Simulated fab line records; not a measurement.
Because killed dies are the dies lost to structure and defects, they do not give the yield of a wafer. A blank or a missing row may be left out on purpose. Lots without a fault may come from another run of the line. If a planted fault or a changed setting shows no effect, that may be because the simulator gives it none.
fab line records    flow sky130
record: lots: 11  wafers: 33  last_day: 50
route steps=708 shown GATE_OXIDE@200 LDD_N@244 LDD_P@259 LDD_HVP@285 PAD_OPEN@708
lots that met no fault: from a run of the same line without faults
start_h: hours from the record's first day to the start of the lot's first wafer shown    wait_h: how many hours have passed since the lot's step before this one    " the same as in the row above    L1.1+2: one row covering several wafers at once    - no value present, or no start provided    * or withheld: withheld    < > ~ a bound
route shown NAME@n: names a module that has steps shown in the file, with the first one's number in the route    usual: the fault-free wafers' mean and standard deviation    same: alike in all rows    chamber/n: place in a boat    sites: readings site by site    _std_site: standard deviation of those values    _edge_site: the outer-site mean with the inner-site mean subtracted    radius_mm: how far each site lies from the wafer's centre    mask NAME#n: copy n    behind: the most recent tool/chamber to have shaped the wafer    hold: cause of the lot's hold/its duration in hours/its outcome    device: whichever transistor did not switch (one of n, p or np)    end of line: tests run on the same wafers once the route is complete    a step without rows: its recipe alone    killed: dies that structure and defects cost at the first sort, which is not the same as the wafer's yield    map: a wafer's dies, x killed, . not, _ none there
set.NAME: the setting as run; set.NAME@STEP: as run at that earlier step    model.NAME: the simulator's own value behind a step, which no gauge read
the route's steps for a sample of lots (tables are steps, rows are wafers)
services: a tool's chamber out of use, with start hour (start_h, from the record's first day; less than 0 if before it), hours out, and reason
== steps ==
step: SKY_GATE_OXIDE_STRIP_13
recipe: chemistry: O2/N2  power_w: 1400  pressure_mtorr: 1500  platen_temp_c: withheld  o2_flow_sccm: 3000  n2_flow_sccm: 300  overash_fraction: 0.5
usual: drypump_motor_current_A: 5.65/0.28  oes_product_au: 0.715/0.0044  strip_time_to_endpoint_s: 14.18/0.04
lot.wafer  tool             chamber  start_h  wait_h  drypump_motor_current_A  oes_product_au  rf_hours_counter_h  strip_time_to_endpoint_s
L428.1     plasma_asher-03  0        309.22   0.0     5.31                     0.720           67                  14.18
L428.3     "                0        "        "       5.31                     0.713           -                   14.18
L428.5     "                1        "        "       5.73                     0.713           -                   14.14
L430.2     plasma_asher-03  0        321.33   0.0     5.33                     0.723           68                  14.20
L430.3     "                0        "        "       5.32                     0.708           -                   14.23
L430.4     "                1        "        "       5.76                     0.714           -                   14.22
L431.2     plasma_asher-04  1        332.17   0.0     6.09                     0.713           52                  14.19
L431.3     "                0        "        "       5.72                     0.718           -                   14.16
L431.5     "                1        "        "       6.08                     0.720           -                   14.23
L436.3     plasma_asher-03  0        379.04   0.0     5.31                     0.708           -                   14.18
L436.4     "                1        "        "       5.75                     0.711           -                   14.18
L436.5     "                1        "        "       5.77                     0.708           -                   14.17
L441.2     plasma_asher-04  1        423.71   0.0     6.09                     0.711           61                  14.16
L441.3     "                1        "        "       6.09                     0.725           -                   14.16
L441.5     "                0        "        "       5.72                     0.724           -                   14.10
L443.1     plasma_asher-04  0        431.40   0.0     5.77                     0.714           62                  14.18
L443.4     "                1        "        "       6.09                     0.725           -                   14.24
L443.6     "                0        "        "       5.79                     0.717           -                   14.21
L444.2     plasma_asher-02  0        444.95   0.0     5.28                     0.716           28                  14.18
L444.4     "                0        "        "       5.29                     0.714           -                   14.19
L444.6     "                1        "        "       5.60                     0.718           -                   14.09
L445.1     plasma_asher-02  1        478.10   0.0     5.60                     0.715           32                  14.22
L445.5     "                0        "        "       5.28                     0.716           -                   14.22
L445.6     "                1        "        "       5.63                     0.721           -                   14.16
L446.2     plasma_asher-02  1        490.47   0.0     5.63                     0.718           33                  14.20
L446.3     "                1        "        "       5.60                     0.713           -                   14.17
L446.6     "                0        "        "       5.32                     0.719           -                   14.15
L448.2     plasma_asher-04  1        498.62   0.0     6.10                     0.719           70                  14.21
L448.3     "                1        "        "       6.10                     0.721           -                   14.19
L448.5     "                1        "        "       6.12                     0.715           -                   14.18
L451.4     plasma_asher-04  1        516.05   0.0     6.09                     0.713           -                   14.15
L451.5     "                0        "        "       5.76                     0.711           -                   14.13
L451.6     "                1        "        "       6.09                     0.714           -                   14.09
step: SKY_LDD_N_OVL_MEAS_07
usual: LDD_N_OVL: -0.2/1.4
lot.wafer  tool        chamber  start_h  wait_h  LDD_N_OVL[nm]
L428.1     overlay-01  -        400.43   0.1     0.0
L428.3     "           -        "        "       -0.1
L428.5     "           -        "        "       -2.3
L430.2     overlay-02  -        415.39   0.1     -2.1
L430.3     "           -        "        "       -0.8
L430.4     "           -        "        "       -2.0
L431.2     overlay-02  -        426.54   0.1     0.9
L431.3     "           -        "        "       -1.6
L431.5     "           -        "        "       -1.2
L436.3     overlay-01  -        478.65   0.1     -0.7
L436.4     "           -        "        "       -1.6
L436.5     "           -        "        "       -1.4
L441.2     overlay-02  -        520.59   0.1     -0.6
L441.3     "           -        "        "       -1.0
L441.5     "           -        "        "       -0.9
L444.2     overlay-02  -        550.34   0.1     1.9
L444.4     "           -        "        "       1.2
L444.6     "           -        "        "       0.6
L443.1     overlay-02  -        550.73   0.1     0.5
L443.4     "           -        "        "       0.8
L443.6     "           -        "        "       0.2
L445.1     overlay-02  -        582.98   0.1     0.7
L445.5     "           -        "        "       -1.6
L445.6     "           -        "        "       1.5
L446.2     overlay-02  -        586.99   0.1     -1.0
L446.3     "           -        "        "       0.0
L446.6     "           -        "        "       0.3
L448.2     overlay-01  -        590.64   0.1     0.8
L448.3     "           -        "        "       1.4
L448.5     "           -        "        "       0.4
L451.4     overlay-01  -        615.90   0.1     -1.3
L451.5     "           -        "        "       1.0
L451.6     "           -        "        "       0.2
step: SKY_LDD_P_EXPOSE_04
recipe: mask_id: PSDM  na: 0.6  source_shape: conventional  sigma_outer: 0.6  polarization: unpolarized  target_cd_nm: 380  dose_mj: 138
usual: reticle_temp_C: 22.98/0.095
lot.wafer  tool              chamber  start_h  wait_h  mask     reticle_temp_C
L428.1     iline_stepper-02  0        417.52   -       PSDM#0   23.04
L428.3     "                 0        "        "       PSDM#0   23.01
L428.5     "                 0        "        "       PSDM#0   23.06
L430.2     iline_stepper-01  0        431.86   -       PSDM#0   22.95
L430.3     "                 0        "        "       PSDM#0   22.92
L430.4     "                 0        "        "       PSDM#0   22.98
L431.2     iline_stepper-02  0        443.70   -       HVPTM#0  22.89
L431.3     "                 0        "        "       HVPTM#0  22.85
L431.5     "                 0        "        "       HVPTM#0  23.00
L436.3     iline_stepper-02  0        503.19   -       PSDM#0   22.86
L436.4     "                 0        "        "       PSDM#0   22.91
L436.5     "                 0        "        "       PSDM#0   22.93
L441.2     iline_stepper-01  0        538.19   -       PSDM#0   23.03
L441.3     "                 0        "        "       PSDM#0   23.08
L441.5     "                 0        "        "       PSDM#0   23.16
L444.2     iline_stepper-02  0        566.09   -       PSDM#0   22.87
L444.4     "                 0        "        "       PSDM#0   23.00
L444.6     "                 0        "        "       PSDM#0   22.96
L443.1     iline_stepper-02  0        567.05   -       PSDM#0   22.95
L443.4     "                 0        "        "       PSDM#0   22.82
L443.6     "                 0        "        "       PSDM#0   22.87
L445.1     iline_stepper-01  0        599.37   -       PSDM#0   23.01
L445.5     "                 0        "        "       PSDM#0   22.81
L445.6     "                 0        "        "       PSDM#0   22.97
L446.2     iline_stepper-01  0        604.30   -       PSDM#0   23.00
L446.3     "                 0        "        "       PSDM#0   22.89
L446.6     "                 0        "        "       PSDM#0   22.84
L448.2     iline_stepper-02  0        609.10   -       PSDM#0   23.02
L448.3     "                 0        "        "       PSDM#0   23.00
L448.5     "                 0        "        "       PSDM#0   22.88
L451.4     iline_stepper-02  0        633.34   -       PSDM#0   23.05
L451.5     "                 0        "        "       PSDM#0   23.05
L451.6     "                 0        "        "       PSDM#0   23.18
step: SKY_LDD_P_CD_MEAS_07
recipe: target_cd_nm: 380
usual: cd_nm: 379.9/2.7
lot.wafer  tool       chamber  start_h  wait_h  cd_nm
L428.1     cd_sem-02  -        433.13   0.1     378.1
L428.3     "          -        "        "       377.1
L428.5     "          -        "        "       379.5
L430.2     cd_sem-01  -        447.10   0.1     379.5
L430.3     "          -        "        "       377.1
L430.4     "          -        "        "       380.1
L431.2     cd_sem-02  -        458.05   0.1     -
L431.3     "          -        "        "       -
L431.5     "          -        "        "       -
L436.3     cd_sem-02  -        516.81   0.1     381.4
L436.4     "          -        "        "       381.3
L436.5     "          -        "        "       381.6
L441.2     cd_sem-02  -        552.00   0.1     377.7
L441.3     "          -        "        "       378.3
L441.5     "          -        "        "       377.2
L444.2     cd_sem-01  -        581.40   0.3     380.3
L444.4     "          -        "        "       383.8
L444.6     "          -        "        "       380.8
L443.1     cd_sem-01  -        581.82   0.1     381.2
L443.4     "          -        "        "       379.2
L443.6     "          -        "        "       381.2
L445.1     cd_sem-02  -        613.59   0.2     382.9
L445.5     "          -        "        "       380.7
L445.6     "          -        "        "       379.4
L446.2     cd_sem-02  -        617.15   0.1     380.3
L446.3     "          -        "        "       380.3
L446.6     "          -        "        "       381.2
L448.2     cd_sem-01  -        621.05   0.1     382.1
L448.3     "          -        "        "       383.4
L448.5     "          -        "        "       384.9
L451.4     cd_sem-01  -        646.49   0.1     379.9
L451.5     "          -        "        "       385.0
L451.6     "          -        "        "       383.8
step: SKY_LDD_P_TW_MEAS_11
usual: LDD_P_TW: 637.3/2.6
lot.wafer  tool           chamber  start_h  wait_h  LDD_P_TW
L428.1     film_metro-01  -        433.54   0.1     635.7
L428.3     "              -        "        "       635.6
L428.5     "              -        "        "       639.1
L430.2     film_metro-03  -        447.50   0.1     641.0
L430.3     "              -        "        "       638.8
L430.4     "              -        "        "       641.8
L431.2     film_metro-03  -        458.45   0.1     29.9
L431.3     "              -        "        "       30.0
L431.5     "              -        "        "       30.1
L436.3     film_metro-03  -        517.19   0.1     638.9
L436.4     "              -        "        "       634.1
L436.5     "              -        "        "       633.9
L441.2     film_metro-03  -        552.47   0.1     641.0
L441.3     "              -        "        "       639.5
L441.5     "              -        "        "       643.3
L444.2     film_metro-03  -        581.80   0.1     635.0
L444.4     "              -        "        "       636.4
L444.6     "              -        "        "       638.0
L443.1     film_metro-03  -        582.22   0.1     636.6
L443.4     "              -        "        "       641.2
L443.6     "              -        "        "       637.2
L445.1     film_metro-03  -        613.99   0.1     636.4
L445.5     "              -        "        "       638.0
L445.6     "              -        "        "       640.0
L446.2     film_metro-01  -        617.55   0.1     636.9
L446.3     "              -        "        "       634.5
L446.6     "              -        "        "       634.6
L448.2     film_metro-03  -        621.45   0.1     637.8
L448.3     "              -        "        "       640.3
L448.5     "              -        "        "       638.1
L451.4     film_metro-04  -        646.87   0.1     640.0
L451.5     "              -        "        "       640.1
L451.6     "              -        "        "       639.1
step: SKY_LDD_HVP_OVL_MEAS_07
usual: LDD_HVP_OVL: 0.3/1.3
lot.wafer  tool        chamber  start_h  wait_h  LDD_HVP_OVL[nm]
L428.1     overlay-02  -        494.88   0.1     -1.4
L428.3     "           -        "        "       -0.3
L428.5     "           -        "        "       -0.8
L430.2     overlay-01  -        515.52   0.1     1.4
L430.3     "           -        "        "       1.5
L430.4     "           -        "        "       0.5
L431.2     overlay-01  -        519.37   0.1     -0.6
L431.3     "           -        "        "       1.3
L431.5     "           -        "        "       0.0
L436.3     overlay-02  -        578.15   0.1     -0.2
L436.4     "           -        "        "       -0.1
L436.5     "           -        "        "       0.0
L441.2     overlay-01  -        611.99   0.1     0.9
L441.3     "           -        "        "       2.0
L441.5     "           -        "        "       0.6
L444.2     overlay-01  -        640.49   0.1     2.0
L444.4     "           -        "        "       1.7
L444.6     "           -        "        "       0.7
L443.1     overlay-02  -        641.12   0.1     -0.3
L443.4     "           -        "        "       0.6
L443.6     "           -        "        "       1.2
L445.1     overlay-01  -        671.48   0.1     -0.2
L445.5     "           -        "        "       -1.1
L445.6     "           -        "        "       -1.8
L446.2     overlay-02  -        674.99   0.1     -0.5
L446.3     "           -        "        "       0.5
L446.6     "           -        "        "       0.1
L448.2     overlay-02  -        678.82   0.1     1.5
L448.3     "           -        "        "       2.6
L448.5     "           -        "        "       -0.9
L451.4     overlay-02  -        703.25   0.1     0.4
L451.5     "           -        "        "       -0.6
L451.6     "           -        "        "       -0.1
step: SKY_LDD_HVP_TW_MEAS_10
usual: LDD_HVP_TW: 457.8/1.8
lot.wafer  tool           chamber  start_h  wait_h  LDD_HVP_TW
L428.1     film_metro-03  -        495.17   0.1     458.0
L428.3     "              -        "        "       459.0
L428.5     "              -        "        "       460.8
L430.2     film_metro-02  -        515.81   0.1     454.6
L430.3     "              -        "        "       454.8
L430.4     "              -        "        "       456.4
L431.2     film_metro-03  -        519.66   0.1     698.6
L431.3     "              -        "        "       698.6
L431.5     "              -        "        "       698.1
L436.3     film_metro-02  -        578.44   0.1     454.2
L436.4     "              -        "        "       455.3
L436.5     "              -        "        "       453.7
L441.2     film_metro-02  -        612.28   0.1     456.8
L441.3     "              -        "        "       459.6
L441.5     "              -        "        "       458.0
L444.2     film_metro-04  -        640.78   0.1     458.4
L444.4     "              -        "        "       458.4
L444.6     "              -        "        "       459.1
L443.1     film_metro-02  -        641.40   0.1     458.1
L443.4     "              -        "        "       456.7
L443.6     "              -        "        "       458.3
L445.1     film_metro-02  -        671.77   0.1     455.7
L445.5     "              -        "        "       457.7
L445.6     "              -        "        "       456.6
L446.2     film_metro-04  -        675.28   0.1     459.5
L446.3     "              -        "        "       459.1
L446.6     "              -        "        "       459.7
L448.2     film_metro-03  -        679.11   0.1     458.2
L448.3     "              -        "        "       457.9
L448.5     "              -        "        "       458.7
L451.4     film_metro-03  -        703.55   0.1     460.0
L451.5     "              -        "        "       458.9
L451.6     "              -        "        "       461.6
step: SKY_PAD_OPEN_PROBE_99
usual: killed_at_M0_to_M3: 43/6.9  killed_at_M4_up: 3.1/1.9  killed_at_contacts: 24/5.4  killed_at_front_end: 14/4.3  killed_at_other: 0.3/0.53  killed_dies: 84/9.5  killed_on_rim: 16/4.1  killed_open: 46/6.8  killed_short: 38/6
same: gross_dies: 492  killed_at_back_side: 0
lot.wafer  tool       chamber  start_h  wait_h  killed_at_M0_to_M3  killed_at_M4_up  killed_at_contacts  killed_at_front_end  killed_at_other  killed_dies  killed_on_rim  killed_open  killed_short
L428.1     prober-02  -        1075.96  0.1     49                  4                20                  14                   0                87           23             50           37
L428.3     prober-02  -        1076.06  0.2     43                  2                18                  11                   0                74           9              35           39
L428.5     prober-02  -        1076.16  0.2     32                  0                24                  11                   0                67           15             47           20
L431.2     prober-01  -        1096.45  0.1     40                  3                22                  427                  0                492          96             37           33
L431.3     prober-01  -        1096.50  0.2     43                  2                20                  426                  1                492          96             41           42
L431.5     prober-01  -        1096.60  0.2     31                  3                23                  435                  0                492          96             33           48
L441.2     prober-01  -        1157.19  0.1     38                  0                20                  12                   0                70           5              42           27
L441.3     prober-01  -        1157.24  0.2     43                  2                27                  24                   0                96           25             56           40
L441.5     prober-01  -        1157.34  0.2     47                  5                22                  13                   0                87           18             50           36
L444.2     prober-02  -        1168.86  0.1     42                  5                20                  22                   1                90           19             44           46
L444.4     prober-02  -        1168.96  0.2     39                  5                18                  19                   0                81           19             41           40
L444.6     prober-02  -        1169.06  0.2     42                  1                21                  19                   1                84           20             45           39
L443.1     prober-02  -        1172.46  0.1     62                  0                26                  14                   0                102          18             62           40
L443.4     prober-02  -        1172.61  0.2     45                  4                26                  10                   0                85           17             57           28
L443.6     prober-02  -        1172.71  0.2     50                  2                19                  17                   1                89           12             53           36
L445.1     prober-01  -        1192.94  0.1     35                  2                23                  11                   0                71           11             44           27
L445.5     prober-01  -        1193.14  0.2     39                  4                35                  7                    0                85           17             52           33
L445.6     prober-01  -        1193.19  0.2     54                  1                27                  14                   0                96           14             58           38
L446.2     prober-02  -        1193.79  0.1     37                  4                23                  9                    0                73           10             40           33
L446.3     prober-02  -        1193.84  0.2     39                  1                20                  15                   0                75           10             39           35
L446.6     prober-02  -        1193.99  0.2     27                  3                23                  13                   0                66           17             32           34
killed by level:class
L428.1 VIA1:geometric_particle:open=11 LI_CONTACT:geometric_particle:open=8 VIA3:geometric_particle:open=7 METAL1:geometric_particle:short=6 VIA2:geometric_particle:open=6 CONTACT:geometric_particle:open=5 VIA1:geometric_particle:short=5 POLY_GATE:geometric_particle:open=4
L428.3 VIA1:geometric_particle:open=9 VIA2:geometric_particle:open=7 METAL2:geometric_particle:short=5 LOCAL_INTERCONNECT:geometric_particle:short=5 VIA1:geometric_particle:short=5 VIA3:geometric_particle:open=5 FIELD_ISO:geometric_particle:short=4 LI_CONTACT:geometric_particle:open=4
L428.5 VIA1:geometric_particle:open=11 CONTACT:geometric_particle:open=9 LI_CONTACT:geometric_particle:open=7 FIELD_ISO:geometric_particle:open=5 VIA1:geometric_particle:short=4 CONTACT:geometric_particle:short=3 VIA3:geometric_particle:open=3 VIA2:geometric_particle:open=3
L431.2 LDD_P:area_expose=422 VIA1:geometric_particle:open=15 CONTACT:geometric_particle:short=7 CONTACT:geometric_particle:open=6 VIA1:geometric_particle:short=4 VIA2:geometric_particle:short=4 LI_CONTACT:geometric_particle:open=3 LOCAL_INTERCONNECT:geometric_particle:short=3
L431.3 LDD_P:area_expose=409 FIELD_ISO:geometric_particle:open=9 VIA1:geometric_particle:open=7 METAL1:geometric_particle:short=7 VIA2:geometric_particle:short=6 VIA2:geometric_particle:open=6 FIELD_ISO:geometric_particle:short=5 LOCAL_INTERCONNECT:geometric_particle:short=5
L431.5 LDD_P:area_expose=411 FIELD_ISO:geometric_particle:short=7 VIA2:geometric_particle:open=7 FIELD_ISO:geometric_particle:open=6 CONTACT:geometric_particle:short=6 METAL1:geometric_particle:short=6 POLY_GATE:geometric_particle:short=5 LOCAL_INTERCONNECT:geometric_particle:short=5
L441.2 VIA1:geometric_particle:open=9 VIA3:geometric_particle:open=8 CONTACT:geometric_particle:open=7 LI_CONTACT:geometric_particle:open=6 METAL2:geometric_particle:short=4 POLY_GATE:geometric_particle:short=4 METAL1:geometric_particle:short=4 METAL2:geometric_particle:open=4
L441.3 VIA1:geometric_particle:open=10 CONTACT:geometric_particle:open=9 VIA3:geometric_particle:open=8 FIELD_ISO:geometric_particle:open=7 FIELD_ISO:geometric_particle:short=7 VIA2:geometric_particle:open=7 LOCAL_INTERCONNECT:geometric_particle:short=7 LI_CONTACT:geometric_particle:open=6
L441.5 VIA3:geometric_particle:open=10 LI_CONTACT:geometric_particle:open=9 VIA1:geometric_particle:open=7 FIELD_ISO:geometric_particle:open=6 CONTACT:geometric_particle:open=6 VIA1:geometric_particle:short=6 VIA2:geometric_particle:open=6 METAL1:geometric_particle:short=5
L444.2 VIA1:geometric_particle:open=11 LI_CONTACT:geometric_particle:open=8 VIA1:geometric_particle:short=7 FIELD_ISO:geometric_particle:short=6 POLY_GATE:geometric_particle:short=5 VIA3:geometric_particle:open=5 FIELD_ISO:geometric_particle:open=4 VIA2:geometric_particle:short=4
L444.4 VIA1:geometric_particle:open=12 VIA2:geometric_particle:short=7 POLY_GATE:geometric_particle:open=5 LI_CONTACT:geometric_particle:short=5 VIA3:geometric_particle:open=5 LOCAL_INTERCONNECT:geometric_particle:short=4 CONTACT:geometric_particle:open=4 VIA2:geometric_particle:open=4
L444.6 VIA1:geometric_particle:open=17 LI_CONTACT:geometric_particle:open=9 FIELD_ISO:geometric_particle:short=7 METAL2:geometric_particle:short=5 POLY_GATE:geometric_particle:open=4 POLY_GATE:geometric_particle:short=4 CONTACT:geometric_particle:short=4 CONTACT:geometric_particle:open=4
L443.1 VIA1:geometric_particle:open=15 CONTACT:geometric_particle:open=12 VIA3:geometric_particle:open=9 METAL1:geometric_particle:short=8 LI_CONTACT:geometric_particle:open=6 FIELD_ISO:geometric_particle:short=5 METAL2:geometric_particle:short=5 VIA2:geometric_particle:open=5
L443.4 VIA1:geometric_particle:open=15 VIA2:geometric_particle:open=9 CONTACT:geometric_particle:open=8 LI_CONTACT:geometric_particle:open=7 VIA3:geometric_particle:open=6 CONTACT:geometric_particle:short=5 FIELD_ISO:geometric_particle:short=4 LOCAL_INTERCONNECT:geometric_particle:short=4
L443.6 VIA1:geometric_particle:open=20 VIA2:geometric_particle:open=9 FIELD_ISO:geometric_particle:open=5 LI_CONTACT:geometric_particle:open=5 CONTACT:geometric_particle:open=5 VIA1:geometric_particle:short=5 POLY_GATE:geometric_particle:short=4 METAL2:geometric_particle:short=4
L445.1 VIA1:geometric_particle:open=12 CONTACT:geometric_particle:short=7 CONTACT:geometric_particle:open=7 LI_CONTACT:geometric_particle:open=6 FIELD_ISO:geometric_particle:open=5 VIA1:geometric_particle:short=5 VIA2:geometric_particle:open=5 METAL1:geometric_particle:short=4
L445.5 CONTACT:geometric_particle:open=17 VIA1:geometric_particle:open=10 LI_CONTACT:geometric_particle:open=7 VIA1:geometric_particle:short=7 VIA3:geometric_particle:open=7 METAL2:geometric_particle:short=6 CONTACT:geometric_particle:short=4 LOCAL_INTERCONNECT:geometric_particle:open=3
L445.6 VIA1:geometric_particle:open=12 LI_CONTACT:geometric_particle:open=10 CONTACT:geometric_particle:open=9 VIA2:geometric_particle:open=9 VIA3:geometric_particle:open=7 METAL1:geometric_particle:short=6 FIELD_ISO:geometric_particle:open=5 METAL2:geometric_particle:short=5
L446.2 CONTACT:geometric_particle:open=11 VIA1:geometric_particle:open=7 LI_CONTACT:geometric_particle:open=6 METAL3:geometric_particle:short=6 VIA2:geometric_particle:open=5 LOCAL_INTERCONNECT:geometric_particle:short=4 METAL1:geometric_particle:short=4 METAL2:geometric_particle:short=3
L446.3 POLY_GATE:geometric_particle:open=8 CONTACT:geometric_particle:open=7 VIA3:geometric_particle:open=7 METAL1:geometric_particle:short=6 LI_CONTACT:geometric_particle:short=5 VIA1:geometric_particle:open=5 VIA2:geometric_particle:open=5 METAL3:geometric_particle:short=5
L446.6 VIA2:geometric_particle:open=7 CONTACT:geometric_particle:short=5 CONTACT:geometric_particle:open=5 POLY_GATE:geometric_particle:short=4 LI_CONTACT:geometric_particle:open=4 LOCAL_INTERCONNECT:geometric_particle:short=4 VIA1:geometric_particle:open=4 FIELD_ISO:geometric_particle:open=3
== services ==
tool              chamber  start_h  hours  kind
iline_stepper-01  -        308.25   5.6    repair
iline_stepper-01  -        366.33   7.7    repair
iline_stepper-02  -        374.04   4.4    pm
iline_stepper-01  0        381.94   -      calibration
plasma_asher-02   -        396.26   3.2    repair
plasma_asher-02   -        398.78   2.9    repair
iline_stepper-02  -        411.31   1.7    pm
plasma_asher-03   -        421.25   9.0    pm
iline_stepper-02  -        433.66   2.1    pm
iline_stepper-02  -        435.74   -      consumable_replace:lamp
plasma_asher-02   -        462.74   0.7    repair
plasma_asher-04   -        467.00   0.3    repair
iline_stepper-02  0        469.17   -      calibration
iline_stepper-01  -        478.86   1.7    pm
iline_stepper-01  -        485.22   16.6   repair
iline_stepper-02  -        488.31   13.1   repair
plasma_asher-03   -        519.50   0.5    repair
plasma_asher-04   -        532.02   2.8    pm
plasma_asher-02   -        538.81   0.7    repair
iline_stepper-01  -        559.29   7.1    repair
plasma_asher-04   -        562.29   14.6   pm
iline_stepper-01  0        597.41   -      calibration
plasma_asher-04   -        616.74   0.7    repair
iline_stepper-02  -        629.53   1.7    pm
== key ==
first_sign: step: SKY_LDD_P_EXPOSE_04  reading: mask  direction: changed
effect: step: SKY_LDD_P_CD_MEAS_07  reading: cd_nm  direction: missing
effect: step: SKY_LDD_P_TW_MEAS_11  reading: LDD_P_TW  direction: down  sigmas: 99+  usual: 637.3  struck: 30.0
effect: step: SKY_LDD_HVP_TW_MEAS_10  reading: LDD_HVP_TW  direction: up  sigmas: 99+  usual: 457.8  struck: 698.4
effect: step: SKY_PAD_OPEN_PROBE_99  reading: killed_at_front_end  direction: up  sigmas: 96  usual: 14  struck: 429
more_kills_born_at: SKY_LDD_P_EXPOSE_04@iline_stepper-02: 1242
met_at SKY_LDD_P_EXPOSE_04
struck_lots L431
tester_left_out L431
not_acting_at SKY_GATE_OXIDE_STRIP_13,SKY_LDD_N_OVL_MEAS_07,SKY_LDD_HVP_OVL_MEAS_07
onset_between 417.52 443.70
fault: kind: wrong_mask  tool: any  chamber: -  onset_h: 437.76  steps: SKY_LDD_P_EXPOSE_04  aux_copy: HVPTM#0  scope: struck_lots_only
tester_left_out: of these lots the tester's yield and bins aren't shown, on N5 and GAA mostly nor the transistor test; their killed dies are dies lost to structure and defects alone, not to doping, threshold or leakage, so they don't give the yield
